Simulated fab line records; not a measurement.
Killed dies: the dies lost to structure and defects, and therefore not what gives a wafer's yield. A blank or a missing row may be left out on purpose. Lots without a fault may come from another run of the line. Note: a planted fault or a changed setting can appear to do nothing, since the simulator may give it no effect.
Matching of chambers -- flow sfq_line -- SFQ_TRILAYER_I7_CMP_CMP_184 on cmp-01: 4 sister chambers
The step polishes SiO2. 8 wafers are shown with their chamber, then 9 later ones without.

## WAFERS PAIRED WITH THEIR CHAMBERS
wafer,chamber,motor_current_A (A),time_to_endpoint_s (s)
L327.2,0,9.0,209
L327.3,3,10.4,206
L338.2,2,10.1,219
L338.3,3,10.0,213
L338.4,1,12.0,220
L340.1,2,10.3,225
L340.5,1,12.0,224
L340.6,0,8.8,224

## WAFERS WITHOUT THEIR CHAMBER
wafer,motor_current_A (A),time_to_endpoint_s (s)
L342.1,12.0,212
L342.2,8.3,208
L342.6,12.3,217
L344.1,8.9,208
L344.2,9.8,208
L344.3,10.3,217
L347.1,10.2,217
L347.4,12.2,210
L347.5,9.2,212

## EACH ONE'S CHAMBER
wafer,from the rows above,in truth
L342.1,1,1
L342.2,0,0
L342.6,1,1
L344.1,0,0
L344.2,can't be placed: 3 or 2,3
L344.3,can't be placed: 2 or 3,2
L347.1,can't be placed: 2 or 3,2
L347.4,1,1
L347.5,0,0
Placed correctly: 6 of 9. Not placeable from these rows: 3 (in 3, the candidates include the true chamber). 0 placed wrongly.
How it was worked out, from the rows above alone: a wafer's distance from a chamber is the root of the sum, over the readings, of the square of ((its reading less the chamber's mean) divided by the reading's scatter). The wafer belongs to the nearest chamber; if the next one is less than 2 further off, it can't be placed. A chamber's mean is the mean of its shown wafers. How the scatter is found: for the shown wafers, subtract from each reading the mean of its chamber, square and add these, divide the total by (wafers less chambers), then take the root.
